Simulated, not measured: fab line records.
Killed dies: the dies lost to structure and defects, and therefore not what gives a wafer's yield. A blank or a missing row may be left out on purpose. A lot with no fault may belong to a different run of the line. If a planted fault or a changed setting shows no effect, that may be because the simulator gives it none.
The tool behind it: which one?    flow sky130    33 wafers from 11 lots sampled at 7 of the route's 708 steps

## WHAT EACH GAUGE READ, for each wafer
SKY_LI_CONTACT_CD_MEAS_12: target cd 170 nm.
lot   measured      on         cd_nm (nm)
L247  day 29 02:41  cd_sem-01  171.4 169.5 170.1
L248  day 29 19:22  cd_sem-01  171.7 172.6 173.2
L249  day 30 00:14  cd_sem-01  169.3 169.7 168.9
L253  day 31 10:29  cd_sem-01  168.6 167.7 169.2
L256  day 32 08:06  cd_sem-01  166.7 168.3 168.6
L257  day 32 15:34  cd_sem-02  172.1 171.0 172.6
L261  day 33 23:30  cd_sem-01  169.2 168.8 169.4
L264  day 35 16:30  cd_sem-01  169.9 170.9 170.4
L267  day 35 18:23  cd_sem-01  172.3 170.7 171.6
L268  day 36 01:05  cd_sem-02  171.3 170.4 172.0
L269  day 36 12:57  cd_sem-02  170.8 170.4 170.4

SKY_LI_CONTACT_THK_MEAS_23: measures by xrf.
lot   measured      on             LI_CONTACT_W_THK (nm)
L247  day 29 03:38  film_metro-01  402 411 407
L248  day 29 20:20  film_metro-01  411 409 407
L249  day 30 01:11  film_metro-04  398 402 405
L253  day 31 11:28  film_metro-01  409 413 411
L256  day 32 09:04  film_metro-04  398 398 400
L257  day 32 16:29  film_metro-01  407 407 408
L261  day 34 00:30  film_metro-01  402 407 405
L264  day 35 17:28  film_metro-04  395 397 395
L267  day 35 19:33  film_metro-01  403 401 404
L268  day 36 02:02  film_metro-02  397 397 401
L269  day 36 13:56  film_metro-04  406 405 402

SKY_LOCAL_INTERCONNECT_RS_MEAS_01: the measuring method here is four-point-probe.
lot   measured      on             LOCAL_INTERCONNECT_TIN_RS (ohm/sq)
L247  day 29 04:04  film_metro-02  13.92 14.11 14.06
L248  day 29 20:46  film_metro-03  14.13 14.06 14.17
L249  day 30 01:37  film_metro-03  14.12 14.21 14.13
L253  day 31 11:53  film_metro-02  13.99 14.32 10.02
L256  day 32 09:29  film_metro-02  14.41 10.04 14.23
L257  day 32 17:12  film_metro-03  13.92 14.05 14.02
L261  day 34 00:55  film_metro-02  14.42 14.47 14.40
L264  day 35 17:54  film_metro-03  14.21 14.05 14.08
L267  day 35 19:58  film_metro-02  13.97 14.06 14.07
L268  day 36 02:28  film_metro-01  14.15 14.16 14.18
L269  day 36 14:21  film_metro-02  13.87 13.96 13.86

SKY_LOCAL_INTERCONNECT_THK_MEAS_02: measures by xrf.
lot   measured      on             LOCAL_INTERCONNECT_TIN_THK (nm)
L247  day 29 04:11  film_metro-02  102.7 101.2 101.4
L248  day 29 20:52  film_metro-03  101.1 101.9 101.5
L249  day 30 01:44  film_metro-03  101.0 100.2 100.7
L253  day 31 12:00  film_metro-02  102.4 100.6 141.6
L256  day 32 09:37  film_metro-02  99.6 140.2 100.5
L257  day 32 17:17  film_metro-03  102.2 101.0 101.1
L261  day 34 01:02  film_metro-02  99.7 99.4 99.6
L264  day 35 18:01  film_metro-03  99.3 101.2 100.5
L267  day 35 20:05  film_metro-02  102.5 101.9 101.6
L268  day 36 02:35  film_metro-01  101.3 101.4 100.6
L269  day 36 14:28  film_metro-02  102.8 102.1 102.9

SKY_CONTACT_THK_MEAS_03.
lot   measured      on             CONTACT_HDPCVD_THK (nm)
L247  day 30 09:13  film_metro-03  560 571 553
L248  day 31 06:22  film_metro-03  567 563 567
L249  day 31 08:30  film_metro-02  563 562 557
L253  day 32 16:07  film_metro-04  565 559 567
L256  day 33 12:47  film_metro-03  575 571 571
L257  day 33 21:05  film_metro-02  572 564 562
L261  day 35 03:29  film_metro-03  574 564 574
L264  day 36 21:54  film_metro-04  562 565 567
L267  day 36 23:59  film_metro-02  572 565 566
L268  day 37 06:10  film_metro-03  563 556 563
L269  day 37 17:02  film_metro-02  566 567 570

## WHAT TOOL EACH LOT RAN ON (gives the tool, then ch and the chambers of the sampled wafers, and finally the start)
lot   SKY_LOCAL_INTERCONNECT_SPUTTER_00  SKY_LOCAL_INTERCONNECT_METAL_ETCH_14
L247  pvd_sputter-02, day 29 04:00       rie_metal-03 ch 0,1, day 30 08:24
L248  pvd_sputter-02, day 29 20:40       rie_metal-04 ch 0,1, day 31 05:23
L249  pvd_sputter-04, day 30 01:33       rie_metal-04 ch 0,1, day 31 07:36
L253  pvd_sputter-04, day 31 11:49       rie_metal-04 ch 0,1, day 32 15:16
L256  pvd_sputter-04, day 32 09:25       rie_metal-04 ch 0,1, day 33 11:58
L257  pvd_sputter-01, day 32 17:05       rie_metal-03 ch 0,1, day 33 20:13
L261  pvd_sputter-01, day 34 00:52       rie_metal-04 ch 0,1, day 35 02:38
L264  pvd_sputter-04, day 35 17:49       rie_metal-04 ch 0,1, day 36 20:34
L267  pvd_sputter-02, day 35 19:55       rie_metal-03 ch 0,1, day 36 22:28
L268  pvd_sputter-01, day 36 02:24       rie_metal-03 ch 0,1, day 37 05:21
L269  pvd_sputter-02, day 36 14:17       rie_metal-04 ch 0, day 37 16:11
- SKY_LOCAL_INTERCONNECT_SPUTTER_00: material TiN, target thk 100 nm, time 83.3 s.
- SKY_LOCAL_INTERCONNECT_METAL_ETCH_14: etches TiN in Cl2/BCl3, stops on PSG, target depth 110 nm, time 31.4 s.

## AS READ BY THE TOOLS THEMSELVES (means over the sampled wafers that have a number; for cases with no such wafer, the mark the record gives instead)
SKY_LOCAL_INTERCONNECT_SPUTTER_00.
lot   tool            throttle_valve_pct (%)
L247  pvd_sputter-02  29.6
L248  pvd_sputter-02  29.9
L249  pvd_sputter-04  30.6
L253  pvd_sputter-04  29.6
L256  pvd_sputter-04  29.7
L257  pvd_sputter-01  29.7
L261  pvd_sputter-01  29.5
L264  pvd_sputter-04  30.5
L267  pvd_sputter-02  29.3
L268  pvd_sputter-01  29.9
L269  pvd_sputter-02  28.9

SKY_LOCAL_INTERCONNECT_METAL_ETCH_14.
lot   tool          drypump_motor_current_A (A)  oes_product_au (a.u.)  throttle_valve_pct (%)
L247  rie_metal-03  5.58                         0.944                  21.901
L248  rie_metal-04  5.76                         0.942                  21.898
L249  rie_metal-04  5.86                         0.945                  21.891
L253  rie_metal-04  5.84                         0.960                  21.893
L256  rie_metal-04  5.88                         0.963                  21.882
L257  rie_metal-03  5.54                         0.948                  21.897
L261  rie_metal-04  5.86                         0.931                  21.909
L264  rie_metal-04  5.86                         0.944                  21.905
L267  rie_metal-03  5.63                         0.947                  21.902
L268  rie_metal-03  5.54                         0.939                  21.888
L269  rie_metal-04  5.93                         0.951                  21.900

## THE ANSWER, worked out from the rows above alone
Rule: the usual values come from the lots themselves. Put in order of their means at a reading, lots are off if they are a third of the lots or fewer, leave a main group of 4 or more, and stand apart from it by a gap of 3 or more times the standard deviation of the main group's means; of several such gaps the widest counts. A main group is skipped when, at the precision printed for the reading in the tables above, its means are all equal. A lot without any number at a reading at which 4 lots or more have one is off too. Any other lot the step has rows for is counted as sound. Order of review: gauges by route order, followed by the tools' own readings, for which a lot's mean as printed above is used. At the first step where some lot is off, the reading lying furthest off is the one used; lots without a number count as furthest.
Off: L253, L256, seen at SKY_LOCAL_INTERCONNECT_RS_MEAS_01 (LOCAL_INTERCONNECT_TIN_RS). For the main group the mean is 14.10 ohm/sq and the standard deviation 0.14.
If a tool, at a process step before that reading, ran all the lots that are off and no sound lot after the first of them, it fits. Gauges at SKY_LOCAL_INTERCONNECT_RS_MEAS_01: tried the same way as those tools. None of those tried fits.

## WHAT THE SIMULATOR PUT IN
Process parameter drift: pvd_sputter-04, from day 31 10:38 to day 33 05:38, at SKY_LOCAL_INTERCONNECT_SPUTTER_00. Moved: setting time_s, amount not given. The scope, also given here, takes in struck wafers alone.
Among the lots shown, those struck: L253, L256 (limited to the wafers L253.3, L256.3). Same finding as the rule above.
